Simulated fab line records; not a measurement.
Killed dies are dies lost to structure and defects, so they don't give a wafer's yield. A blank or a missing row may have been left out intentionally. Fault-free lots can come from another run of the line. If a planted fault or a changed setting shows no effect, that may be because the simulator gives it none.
The same fault as seen by 2 desks :: flow sky130 :: only its own numbers are on each desk; what lay behind them is given at the end

THE METROLOGY DESK
What the gauges read, lot by lot, whatever tool the lot ran on: means of the sampled wafers that have a number. A lot is out of limits, marked OUT, if its mean lies more than 4 standard deviations from the usual mean; the brackets give that distance.
Columns: A = VT_ADJUST_LVTN_2_TW at SKY_VT_ADJUST_LVTN_TW_MEAS_21, usual 188.1; B = VT_ADJUST_HVTR_TW at SKY_VT_ADJUST_HVTR_TW_MEAS_11, usual 212.3
lot: L973
first seen here: day 7 18:33
A: 189.0
B: 211.2

lot: L974
first seen here: day 7 23:55
A: 188.7
B: 211.0

lot: L975
first seen here: day 8 05:31
A: 189.4
B: 211.3

lot: L976
first seen here: day 8 15:40
A: 189.1
B: 212.4

lot: L979
first seen here: day 9 10:31
A: 188.6
B: 210.8

lot: L980
first seen here: day 9 14:19
A: 189.7
B: 212.8

lot: L981
first seen here: day 9 21:16
A: 186.1
B: 212.4

lot: L982
first seen here: day 10 07:27
A: 186.1
B: 212.0

lot: L983
first seen here: day 10 11:58
A: 190.0
B: 212.5

lot: L984
first seen here: day 10 22:53
A: 188.9
B: 212.1

lot: L985
first seen here: day 10 23:59
A: 186.4
B: 212.6

lot: L986
first seen here: day 11 07:58
A: 188.3
B: 211.7

lot: L991
first seen here: day 12 18:31
A: 189.4
B: 212.4

lot: L994
first seen here: day 13 19:59
A: 185.9
B: 212.2
This desk's finding: nothing out of limits on any of the 14 lots.

TOOL OWNER'S DESK, rie diel-03
The tool's own readings at SKY_VIA2_ETCH_14 (etches BARC in N2/H2, stops on SiO2, time 45.9 s, target depth 60 nm): means of the sampled wafers that have a number, for each lot that ran on this tool. A lot is out of limits, marked OUT, if its mean lies more than 4 standard deviations from the usual mean; the brackets give that distance.
Columns: A = chamber pressure mTorr at SKY_VIA2_ETCH_14, usual 29.997 mTorr; B = drypump motor current A at SKY_VIA2_ETCH_14, usual 5.9 A; C = oes product au at SKY_VIA2_ETCH_14, usual 0.854 a.u.; D = run length s at SKY_VIA2_ETCH_14, usual 74.4 s; E = throttle valve pct at SKY_VIA2_ETCH_14, usual 13.225 %
lot: L973
first seen here: day 36 06:01
A: 29.998
B: 5.5
C: 0.855
D: 74.7
E: 13.229

lot: L974
first seen here: day 36 21:13
A: 30.008
B: 5.5
C: 0.854
D: 74.7
E: 13.221

lot: L980
first seen here: day 38 15:07
A: 29.986
B: 5.5
C: 0.859
D: 74.3
E: 13.221

lot: L982
first seen here: day 39 07:07
A: 29.976
B: 5.5
C: 0.857
D: 74.3
E: 13.232

lot: L983
first seen here: day 39 09:08
A: 30.018
B: 5.8
C: 0.853
D: 74.6
E: 13.219

lot: L985
first seen here: day 39 22:26
A: 30.013
B: 5.2
C: 0.855
D: 74.4
E: 13.225

lot: L991
first seen here: day 41 19:13
A: 29.992
B: 5.9
C: 0.890 (+8.2) OUT
D: 72.7
E: 13.227

lot: L994
first seen here: day 42 17:04
A: 29.985
B: 6.0
C: 0.893 (+8.9) OUT
D: 73.1
E: 13.231
This desk finds L991, L994 out of limits, L991 being first, at day 41 19:13 (oes product au at SKY_VIA2_ETCH_14). Within limits: L973, L974, L980, L982, L983, L985.

PUT TOGETHER
At day 41 19:13, on L991, L994, the tool owner's desk was in a position to raise an alarm.
Nothing out of limits was seen by the metrology desk.
The metrology desk holds a record of L991, L994, inside its limits.
Of the lots named, all ran SKY_VIA2_ETCH_14 on rie diel-03.

WHAT THE SIMULATOR HAD INSERTED
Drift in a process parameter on rie diel-03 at SKY_VIA2_ETCH_14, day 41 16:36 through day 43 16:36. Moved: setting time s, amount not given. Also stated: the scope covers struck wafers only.
Struck lots among those shown: L991, L994.
Hours from the fault's start to each desk's first reading out of limits: the tool owner's desk, 3.
